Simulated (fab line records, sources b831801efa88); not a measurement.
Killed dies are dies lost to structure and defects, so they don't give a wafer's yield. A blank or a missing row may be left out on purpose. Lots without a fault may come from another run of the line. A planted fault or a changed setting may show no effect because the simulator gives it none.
Chamber matching | flow gf180mcu | GF_V5_CMP_26 on cmp-01: 4 sister chambers
The step polishes, stops on SiO2, t overpolish 15 s, target thk 0 nm. 20 wafers are shown with their chamber, then 10 later ones without.

WAFERS WITH THEIR CHAMBER
wafer  | chamber | motor_current_A (A) | retaining_ring_pressure_frac | time_to_endpoint_s (s)
L536.1 | 3       | 11.8                | 0.999                        | 85.6
L536.2 | 2       | 11.8                | 0.998                        | 83.6
L536.3 | 0       | 11.8                | 1.010                        | 87.2
L537.1 | 1       | 10.7                | 0.996                        | 85.1
L537.2 | 0       | 11.4                | 1.009                        | 82.7
L537.4 | 3       | 11.6                | 0.995                        | 82.9
L539.1 | 3       | 11.0                | 0.995                        | 80.2
L539.3 | 0       | 11.4                | 1.003                        | 82.5
L539.6 | 3       | 12.1                | 0.996                        | 80.9
L540.2 | 1       | 10.4                | 1.001                        | 83.3
L540.5 | 1       | 10.6                | 0.993                        | 82.0
L540.6 | 2       | 11.6                | 0.995                        | 76.7
L543.2 | 3       | 11.3                | 1.000                        | 82.2
L543.3 | 0       | 11.3                | 1.005                        | 83.0
L543.6 | 2       | 11.3                | 1.013                        | 85.2
L544.3 | 2       | 11.4                | 0.996                        | 82.8
L544.4 | 0       | 11.4                | 1.003                        | 85.6
L544.5 | 2       | 11.6                | 1.006                        | 82.4
L545.3 | 3       | 12.0                | 0.996                        | 82.6
L545.5 | 1       | 11.0                | 1.006                        | 88.2

SIGNATURES (means of the wafers above)
reading                      | chamber 0 | chamber 1 | chamber 2 | chamber 3 | scatter within a chamber
motor_current_A              | 11.460    | 10.675    | 11.540    | 11.633    | 0.294
retaining_ring_pressure_frac | 1.00600   | 0.99900   | 1.00160   | 0.99683   | 0.00501
time_to_endpoint_s           | 84.200    | 84.650    | 82.140    | 82.400    | 2.48
Rule: a wafer's distance from a chamber is the root of the sum, over the readings, of the square of ((its reading less the chamber's mean) divided by the reading's scatter). The wafer belongs to the nearest chamber; if the next one is less than 2 further off, it can't be placed. The scatter: the root of (the sum of the squares of (reading less its chamber's mean) over the shown wafers, divided by (wafers less chambers)).

WAFERS WITHOUT THEIR CHAMBER
wafer  | motor_current_A (A) | retaining_ring_pressure_frac | time_to_endpoint_s (s)
L545.6 | 11.5                | 1.002                        | 92.8
L549.1 | 11.9                | 1.003                        | 84.1
L549.3 | 11.5                | 0.998                        | 83.2
L549.4 | 11.5                | 0.998                        | 82.5
L550.4 | 12.0                | 0.998                        | 82.8
L550.5 | 11.2                | 0.998                        | 84.4
L550.6 | 11.7                | 1.002                        | 84.4
L551.2 | 11.2                | 0.999                        | 86.2
L551.4 | 10.4                | 1.007                        | 84.7
L551.5 | 11.8                | 1.000                        | 84.0

WHICH CHAMBER EACH WENT THROUGH
wafer  | from the rows above               | in truth
L545.6 | can't be placed: 0 or 2 or 3 or 1 | 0
L549.1 | can't be placed: 2 or 0 or 3      | 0
L549.3 | can't be placed: 3 or 2 or 0      | 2
L549.4 | can't be placed: 3 or 2 or 0      | 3
L550.4 | can't be placed: 3 or 2 or 0      | 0
L550.5 | can't be placed: 2 or 3 or 1 or 0 | 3
L550.6 | can't be placed: 2 or 0 or 3      | 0
L551.2 | can't be placed: 0 or 1 or 2 or 3 | 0
L551.4 | can't be placed: 1 or 0           | 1
L551.5 | can't be placed: 3 or 2 or 0      | 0
Placed correctly: 0 of 10. Can't be placed from these rows: 10 (the true chamber is among the candidates in 10). Placed wrongly: 0.
